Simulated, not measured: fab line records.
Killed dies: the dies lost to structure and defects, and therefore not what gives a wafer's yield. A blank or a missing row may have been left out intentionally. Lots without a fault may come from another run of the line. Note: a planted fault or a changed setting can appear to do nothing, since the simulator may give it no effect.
Which tool was responsible? -- flow sfq_line -- 7 lots with 21 wafers sampled at 2 steps, on a route of 325 steps

## WHAT EACH GAUGE READ, for each wafer
SFQ_R5_OVL_MEAS_935.
lot,measured,on,R5_OVL (nm)
L371,day 62 06:48,overlay-01,2 4 0
L374,day 63 09:49,overlay-02,-1 7 11
L376,day 68 06:14,overlay-02,8 5 7
L379,day 69 09:49,overlay-01,10 10 10
L384,day 69 17:35,overlay-01,9 11 11
L391,day 76 04:30,overlay-02,3 1 3
L393,day 77 12:00,overlay-01,6 5 -2

## WHAT TOOL EACH LOT RAN ON (gives the tool, then ch and the chambers of the sampled wafers, and finally the start)
lot,SFQ_TRILAYER_M5_STRIP_STRIP_127
L371,"rie_metal-03 ch 0,1, day 57 00:32"
L374,"rie_metal-01 ch 0,1, day 57 10:08"
L376,"rie_metal-04 ch 0,1, day 63 05:14"
L379,"rie_metal-04 ch 0,1, day 64 06:26"
L384,"rie_metal-03 ch 1, day 66 02:47"
L391,"rie_metal-01 ch 0,1, day 71 20:23"
L393,"rie_metal-01 ch 0,1, day 73 03:28"
- SFQ_TRILAYER_M5_STRIP_STRIP_127: strips in O2.

## THE ANSWER, worked out from the rows above alone
Rule: the lots themselves supply what counts as usual. Put in order of their means at a reading, lots are off if they are a third of the lots or fewer, leave a main group of 4 or more, and stand apart from it by a gap of 3 or more times the standard deviation of the main group's means; of several such gaps the widest counts. If all means in a main group match to the digits the tables above print for the reading, that group is not used. A lot without any number at a reading at which 4 lots or more have one is off too. Any other lot the step has rows for is counted as sound.
Nothing can be told from this: no lot is off at any reading shown.

## WHAT THE SIMULATOR HAD INSERTED
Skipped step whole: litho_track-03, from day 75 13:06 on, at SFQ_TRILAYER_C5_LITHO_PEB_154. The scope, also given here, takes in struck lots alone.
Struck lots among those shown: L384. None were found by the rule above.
